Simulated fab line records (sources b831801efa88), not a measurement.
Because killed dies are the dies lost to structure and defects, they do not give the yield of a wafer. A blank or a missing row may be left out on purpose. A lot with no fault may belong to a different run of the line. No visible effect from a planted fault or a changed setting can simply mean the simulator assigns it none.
Chamber matching :: flow gf180mcu :: GF_V4_CVD_02 on pecvd-02: 3 sister chambers
The step deposits SiO2 from TEOS, target thk 850 nm, time 94.851 s. 6 wafers are shown with their chamber, then 9 later ones without.

== EACH WAFER AND ITS CHAMBER ==
wafer: L077.6
chamber: 2
heater_power_w (W): 667
susceptor_temp_C (C): 400.06

wafer: L078.2
chamber: 2
heater_power_w (W): 602
susceptor_temp_C (C): 399.98

wafer: L080.3
chamber: 0
heater_power_w (W): 731
susceptor_temp_C (C): 399.82

wafer: L082.3
chamber: 1
heater_power_w (W): 650
susceptor_temp_C (C): 399.90

wafer: L082.4
chamber: 1
heater_power_w (W): 673
susceptor_temp_C (C): 399.70

wafer: L082.5
chamber: 0
heater_power_w (W): 651
susceptor_temp_C (C): 399.98

== WAFERS WITH NO CHAMBER GIVEN ==
wafer: L089.3
heater_power_w (W): 604
susceptor_temp_C (C): 400.12

wafer: L089.4
heater_power_w (W): 784
susceptor_temp_C (C): 400.18

wafer: L089.5
heater_power_w (W): 524
susceptor_temp_C (C): 400.07

wafer: L090.1
heater_power_w (W): 619
susceptor_temp_C (C): 400.22

wafer: L090.3
heater_power_w (W): 651
susceptor_temp_C (C): 400.48

wafer: L090.6
heater_power_w (W): 663
susceptor_temp_C (C): 400.56

wafer: L091.1
heater_power_w (W): 556
susceptor_temp_C (C): 399.86

wafer: L091.2
heater_power_w (W): 604
susceptor_temp_C (C): 400.21

wafer: L091.5
heater_power_w (W): 601
susceptor_temp_C (C): 399.76

== WHICH CHAMBER EACH WENT THROUGH ==
wafer: L089.3
from the rows above: can't be placed: 2 or 0
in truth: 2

wafer: L089.4
from the rows above: can't be placed: 0 or 2 or 1
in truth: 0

wafer: L089.5
from the rows above: can't be placed: 2 or 1 or 0
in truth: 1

wafer: L090.1
from the rows above: can't be placed: 2 or 0
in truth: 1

wafer: L090.3
from the rows above: can't be placed: 2 or 0 or 1
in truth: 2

wafer: L090.6
from the rows above: can't be placed: 2 or 0 or 1
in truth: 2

wafer: L091.1
from the rows above: can't be placed: 2 or 1 or 0
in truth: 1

wafer: L091.2
from the rows above: can't be placed: 2 or 0
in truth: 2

wafer: L091.5
from the rows above: can't be placed: 1 or 0 or 2
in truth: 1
Placed correctly: 0 of 9. Unplaceable from these rows: 9, with the true chamber sitting among the candidates in 8. Placed wrongly: 0.
How it was worked out, from the rows above alone: a wafer's distance from a chamber is the root of the sum, over the readings, of the square of ((its reading less the chamber's mean) divided by the reading's scatter). The wafer belongs to the nearest chamber; if the next one is less than 2 further off, it can't be placed. Each chamber's mean is taken over the wafers shown for it. The scatter: the root of (the sum of the squares of (reading less its chamber's mean) over the shown wafers, divided by (wafers less chambers)).
